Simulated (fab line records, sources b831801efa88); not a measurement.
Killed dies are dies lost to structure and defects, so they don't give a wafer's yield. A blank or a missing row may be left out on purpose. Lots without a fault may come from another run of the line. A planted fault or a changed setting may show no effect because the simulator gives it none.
Split-lot experiment | flow sfq_line | 5 lots, 15 wafers read, on a route of 325 steps

THE SPLIT
At SFQ_TRILAYER_M1_LITHO_COAT_044 (resist thk 62 nm), the setting resist_thk_nm was moved away from the recipe's 62 nm on 3 of the 15 wafers read, by -3.4% to +4.0%. The other wafers ran this setting at the recipe's value.

FROM THE SPLIT TO THE READING: what the file shows between them, 3 steps
- SFQ_TRILAYER_M1_LITHO_COAT_039: resist thk 600 nm
- SFQ_TRILAYER_M1_LITHO_SOFTBAKE_043
- SFQ_TRILAYER_M1_LITHO_DEVELOP_041: time 60 s

THE READING
etch.depth_nm (the simulator's own value, which no gauge read), in nm, at SFQ_TRILAYER_M1_BARC_OPEN_METAL_ETCH_054 (etches BARC in O2, target depth 125 nm, time 41.7 s). The file gives no usual value for it. The 12 wafers here that ran the recipe average 61.92 nm, standard deviation 0.19 nm.

wafer  | tool, chamber at the split | resist_thk_nm as run, nm | against the recipe | etch.depth_nm, nm | against lot-mates on the recipe
L076.1 | litho_track-03, 0          | 62                       | recipe             | 61.79             | -
L076.2 | litho_track-03, 0          | 62                       | recipe             | 61.7              | -
L076.3 | litho_track-03, 0          | 62                       | recipe             | 61.66             | -
L076.5 | litho_track-03, 0          | 62                       | recipe             | 61.69             | -
L076.6 | litho_track-03, 0          | 62                       | recipe             | 61.88             | -
L081.2 | litho_track-02, 0          | 62                       | recipe             | 62.04             | -
L081.3 | litho_track-02, 0          | 62                       | recipe             | 62.28             | -
L081.6 | litho_track-02, 0          | 62                       | recipe             | 62.13             | -
L082.2 | litho_track-03, 0          | 62                       | recipe             | 61.78             | -
L082.3 | litho_track-03, 0          | 64.47                    | +4.0%              | 64.2              | +2.42
L083.1 | litho_track-02, 0          | 60.83                    | -1.9%              | 60.77             | -1.32
L083.3 | litho_track-02, 0          | 62                       | recipe             | 62.09             | -
L084.2 | litho_track-04, 0          | 62                       | recipe             | 62.05             | -
L084.3 | litho_track-04, 0          | 62                       | recipe             | 61.97             | -
L084.6 | litho_track-04, 0          | 59.89                    | -3.4%              | 60.01             | -2.00

THE FIT
A straight line over all 15 wafers: etch.depth_nm changes by +0.572 nm for each +1% of resist_thk_nm; r = +0.98; the points scatter about the line by 0.19 nm.
The same after taking each lot's own level away (the mean of its wafers on the recipe; 15 wafers): +0.61 nm for each +1%; r = +1.00; scatter 0.087 nm.
On that fit, the largest move of resist_thk_nm shifts the reading by 2.4 nm.
The lots' own levels span 61.744 to 62.150 nm, that is 2.1 times the standard deviation above.
So the lot-to-lot level changes the slope little: the two slopes agree.
Check: with one of the wafers moved furthest among these (+4.0%) left out of the fit, the line predicts +2.43 nm for it against its lot-mates. It came out at +2.42 nm against them.

OTHER SPLITS ON THESE WAFERS
These wafers also went through other splits before the reading. Each is held against what the fit with the lots' levels taken away leaves over:
other split on the same wafers               | wafers away from the commonest value | r with etch.depth_nm (lot level and that fit taken away)
SFQ_TRILAYER_L0_LITHO_COAT_005 resist_thk_nm | 3                                    | +0.03
SFQ_TRILAYER_L0_VIA_LITHO_COAT_018 spin_rpm  | 4                                    | -0.02
SFQ_TRILAYER_L0_VIA_LITHO_PEB_016 peb_time_s | 7                                    | -0.06
SFQ_TRILAYER_M0_DEP_SPUTTER_019 time_s       | 2                                    | -0.23
SFQ_TRILAYER_M0_LITHO_COAT_021 spin_rpm      | 6                                    | +0.04
SFQ_TRILAYER_M0_ETCH_METAL_ETCH_024 icp_w    | 4                                    | +0.50
SFQ_TRILAYER_I0_VIA_LITHO_COAT_036 spin_rpm  | 4                                    | +0.00
SFQ_TRILAYER_I0_VIA_LITHO_EXPOSE_032 dose_mj | 4                                    | +0.19

THE WHOLE CHAIN: every reading that the file lists as answering this split, in the file's order
step                                     | what it does                                        | reading                                                                                    | change (the file's fit)               | r (the file's)
SFQ_TRILAYER_M1_LITHO_COAT_044           | resist thk 62 nm                                    | BARC_of_TRILAYER_M1_LITHO_COAT_044.thk_nm (the simulator's own value, which no gauge read) | +0.626 nm for each +1% of the setting | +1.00
SFQ_TRILAYER_M1_BARC_OPEN_METAL_ETCH_054 | etches BARC in O2, target depth 125 nm, time 41.7 s | etch.depth_nm (the simulator's own value, which no gauge read)                             | +0.608 nm for each +1% of the setting | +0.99

THE FILE'S OWN FIT
etch.depth_nm changes by +0.608 nm for each +1% of resist_thk_nm, r = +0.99.
